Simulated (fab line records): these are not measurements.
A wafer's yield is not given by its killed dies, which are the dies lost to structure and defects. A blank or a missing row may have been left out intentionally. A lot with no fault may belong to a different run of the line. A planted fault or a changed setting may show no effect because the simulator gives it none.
8D (eight disciplines) problem report, filled in by code | flow gf180mcu | the parts of the form that need people (team, actions taken, sign-off) are left out

1. WHAT IS WRONG
Mean of exposureDoseMJCm2 at GF_M5_EXPOSE_04: 27.61 across 6 wafers in 2 lots; on wafers with no fault it is 28.00 (standard deviation 0.031). Measured from the usual mean, that is -12 standard deviations.
The step: exposes mask Metal5, target cd 280 nm.
The first sign was on wafer L103.2 at day 28 11:22, on krfScanner-02. At this step, 39 wafers from 13 lots have a number in the record. By rule, "out" or "out of limits" means more than 4 standard deviations away from the usual mean. The rest of the wafers with a number are treated as sound.

2. WHAT IT IS, WHAT IT ISN'T
question                    | is                     | is not
which readings at this step | exposureDoseMJCm2      | stageVelMmS
which lots                  | L103, L106             | L101, L107, L109, L110, L111, L112, L113, L115, L118, L995, L996
which wafers of those lots  | all that have a number | -
read on which tools         | krfScanner-02          | krfScanner-01
when                        | from day 28 11:22      | up to then (9 sound wafers); but 24 sound wafers of L107, L109, L110, L111, L112, L113, L115, L118 came after

3. SUSPECTS, AND WHAT RULES EACH OUT
Counting: a tool at any process step up to the reading remains a suspect when it ran all the lots that are out and ran no sound lot after the first of those.
- krfScanner-02 at GF_M5_EXPOSE_04 (exposes mask Metal5, target cd 280 nm): kept. Every lot that is out went through it, starting with L103 (day 28 11:22), and after that it ran no sound lot; the last sound lot it ran before then is L101 (day 27 21:45). Its own readings are out on those wafers: exposureDoseMJCm2.
After counting, what remains is krfScanner-02 at GF_M5_EXPOSE_04.

4. THE CAUSE (what the simulator had put in)
Process parameters drifting: krfScanner-02 at GF_M5_EXPOSE_04, beginning at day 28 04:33. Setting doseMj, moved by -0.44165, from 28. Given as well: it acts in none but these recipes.
After counting, this tool was the only one left.

5. THE CHAIN OF EFFECTS, in route order
Each row: a reading whose mean over the struck wafers that have a number lies more than 3 standard deviations from the usual. Readings are gone through only where the record gives a usual standard deviation; hours: the median, over the lots, of the time from a lot's start at the first step in this table giving one to that lot's start at this step; sigmas: the change measured in usual standard deviations.
hours | step            | reading           | usual | on struck wafers | change | sigmas
0     | GF_M5_EXPOSE_04 | exposureDoseMJCm2 | 28.00 | 27.61            | -0.39  | -12
Here are the process steps it includes:
- GF_M5_EXPOSE_04: exposes mask Metal5, target cd 280 nm.

6. HOW IT WOULD HAVE BEEN CAUGHT EARLIER
In this record the first reading out of limits was taken at day 28 11:22, 7 hours after the fault began at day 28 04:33.
